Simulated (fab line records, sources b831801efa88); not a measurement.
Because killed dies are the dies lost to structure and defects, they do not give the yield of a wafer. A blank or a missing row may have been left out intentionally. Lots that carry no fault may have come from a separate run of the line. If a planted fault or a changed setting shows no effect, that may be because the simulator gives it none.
Struck lot and sound lot, side by side    flow sky130    31 steps out of a route of 708
Sound: the wafers L492.2, L492.3, L492.6. Struck: wafers L484.3, L484.4. (L484.5 of the same lot was not struck and is left out.) The cause comes at the end.
For every step that has rows: the tool of each side, followed by ch and its chambers, followed by its first start. Under that, the readings that differ: sound wafers    struck wafers    difference of the means    sigmas: that difference in standard deviations of wafers without a fault.
alike: a reading whose means differ by less than 2 such deviations, as well as words and numbers matching on both sides. not compared: withheld readings; readings where some wafer has no value; bounds like >300 that might hide an equal value; numbers whose values overlap and for which the record gives no deviation.
The two part at a step that has a row with sigmas, a row that says differs or no value, or rows on one side only. Non-overlapping numbers with no deviation appear without sigmas and do not part them. A reading missing from all wafers of one side parts the sides only when that side holds two or more wafers.

SKY_VIA1_ETCH_15: etches SiO2 in C4F8/O2/Ar, stops on TiN, target depth 351 nm, time 54 s.
  sound on rie diel-02 ch 0,3, day 41 08:13; struck on rie diel-04 ch 1,2, day 38 11:25
  alike: oes product au
  not compared: rf hours counter h
SKY_VIA1_STRIP_16: strips in O2/N2.
  sound on plasma asher-03 ch 0,1, day 41 08:15; struck on plasma asher-01 ch 0,1, day 38 11:29
  alike: drypump motor current A, oes product au, strip time to endpoint s
  not compared: rf hours counter h
then, 5 steps without rows for these wafers: SKY_VIA1_STRIP_17 (strips in post etch residue remover, time 1200 s); SKY_VIA1_CLEAN_18 (cleans in IPA, time 180 s); SKY_VIA1_CLEAN_19 (cleans in O3/DIW); SKY_VIA1_SPUTTER_20 (material TiN, target thk 20 nm, time 80 s); SKY_VIA1_CVD_21 (deposits W, target thk 270 nm, time 80.902 s).
SKY_VIA1_RS_MEAS_22: measures by four-point-probe.
  sound: film metro-04 at day 41 09:03; struck: film metro-02 at day 38 12:17
  alike: VIA1_W_RS
SKY_VIA1_THK_MEAS_23: measures by xrf.
  sound: film metro-04 at day 41 09:10; struck: film metro-02 at day 38 12:23
  alike: VIA1_W_THK
then, 1 step without rows for these wafers: SKY_VIA1_CMP_24 (polishes, stops on SiO2, t overpolish 15 s, target thk 0 nm).
SKY_METAL2_SPUTTER_00: material Ti, target thk 15 nm, time 10 s.
  sound: pvd sputter-04 at day 41 09:31; struck: pvd sputter-02 at day 38 12:43
  alike: cathode dc power W, throttle valve pct
then, 1 step without rows for these wafers: SKY_METAL2_SPUTTER_01 (material TiN, target thk 20 nm, time 16.7 s).
SKY_METAL2_SPUTTER_02: material AlCu, target thk 250 nm, time 13.3 s.
  sound: pvd sputter-04 at day 41 09:34; struck: pvd sputter-02 at day 38 12:46
reading                                      sound              struck       difference  sigmas
cathode dc power W (W)                       10601 10603 10603  10595 10600  -5          -2
model.AlCu_of_METAL2_SPUTTER_02.thk nm (nm)  247.2 250.5 245.1  434.6 434.2  +186.8      
  alike: throttle valve pct
then, 1 step without rows for these wafers: SKY_METAL2_SPUTTER_03 (material Ti, target thk 5 nm, time 3.3 s).
SKY_METAL2_SPUTTER_04: material TiN, target thk 70 nm, time 58.3 s.
  sound: pvd sputter-04 at day 41 09:36; struck: pvd sputter-02 at day 38 12:49
  alike: cathode dc power W, throttle valve pct
SKY_METAL2_RS_MEAS_05: measures by four-point-probe.
  sound: film metro-03 at day 41 09:40; struck: film metro-01 at day 38 12:54
reading                  sound                 struck         difference  sigmas
METAL2_ALCU_RS (ohm/sq)  0.1283 0.1264 0.1295  0.0721 0.0722  -0.0559     -37
SKY_METAL2_THK_MEAS_06: measures by xrf.
  sound: film metro-03 at day 41 09:47; struck: film metro-01 at day 38 13:00
reading               sound        struck   difference  sigmas
METAL2_ALCU_THK (nm)  248 252 249  444 441  +193        +62
then, 8 steps without rows for these wafers: SKY_METAL2_DEHYDRATE_07 (time 60 s); SKY_METAL2_HMDS_08 (prime time 60 s); SKY_METAL2_COAT_09 (resist thk 60 nm); SKY_METAL2_COAT_10 (resist thk 450 nm); SKY_METAL2_SOFTBAKE_11 (time 90 s); SKY_METAL2_EXPOSE_12 (exposes mask MM2, target cd 140 nm); SKY_METAL2_PEB_13; SKY_METAL2_DEVELOP_14 (develop time 60 s).
SKY_METAL2_CD_MEAS_15: the cd target is 140 nm.
  sound: cd sem-02 at day 42 10:14; struck: cd sem-02 at day 39 13:49
reading     sound              struck       difference  sigmas
cd nm (nm)  141.5 142.1 142.5  138.2 138.8  -3.5        -3
SKY_METAL2_OVL_MEAS_16:
  sound: overlay-01 at day 42 10:20; struck: overlay-01 at day 39 13:54
reading          sound     struck  difference  sigmas
METAL2_OVL (nm)  11 -4 11  -12 -2  -13         -2
then, 1 step without rows for these wafers: SKY_METAL2_DESCUM_17 (chemistry O2, time 8 s).
SKY_METAL2_ETCH_18: etches BARC in N2/H2, stops on SiO2, time 45.9 s, target depth 60 nm.
  sound on rie metal-04 ch 0,1, day 42 10:24; struck on rie metal-03 ch 0,1, day 39 13:58
  alike: drypump motor current A, oes product au, throttle valve pct
  not compared: rf hours counter h
SKY_METAL2_METAL_ETCH_19: etches the open film in Cl2/BCl3, stops on SiO2, target depth 360 nm, time 78 s.
  sound on rie metal-04 ch 0,1, day 42 10:28; struck on rie metal-03 ch 0,1, day 39 14:03
reading                sound              struck       difference  sigmas
oes product au (a.u.)  0.847 0.856 0.851  0.986 0.991  +0.137      +23
  alike: drypump motor current A, throttle valve pct
  not compared: rf hours counter h
then, 1 step without rows for these wafers: SKY_METAL2_STRIP_20 (strips in O2/N2).

## WHERE THEY PART
Earliest at SKY_METAL2_SPUTTER_02; latest, in this record, at SKY_METAL2_METAL_ETCH_19.

WHY: what had been put in by the simulator
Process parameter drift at SKY_METAL2_SPUTTER_02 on pvd sputter-02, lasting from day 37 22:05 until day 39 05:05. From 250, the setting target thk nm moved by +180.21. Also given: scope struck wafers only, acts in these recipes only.
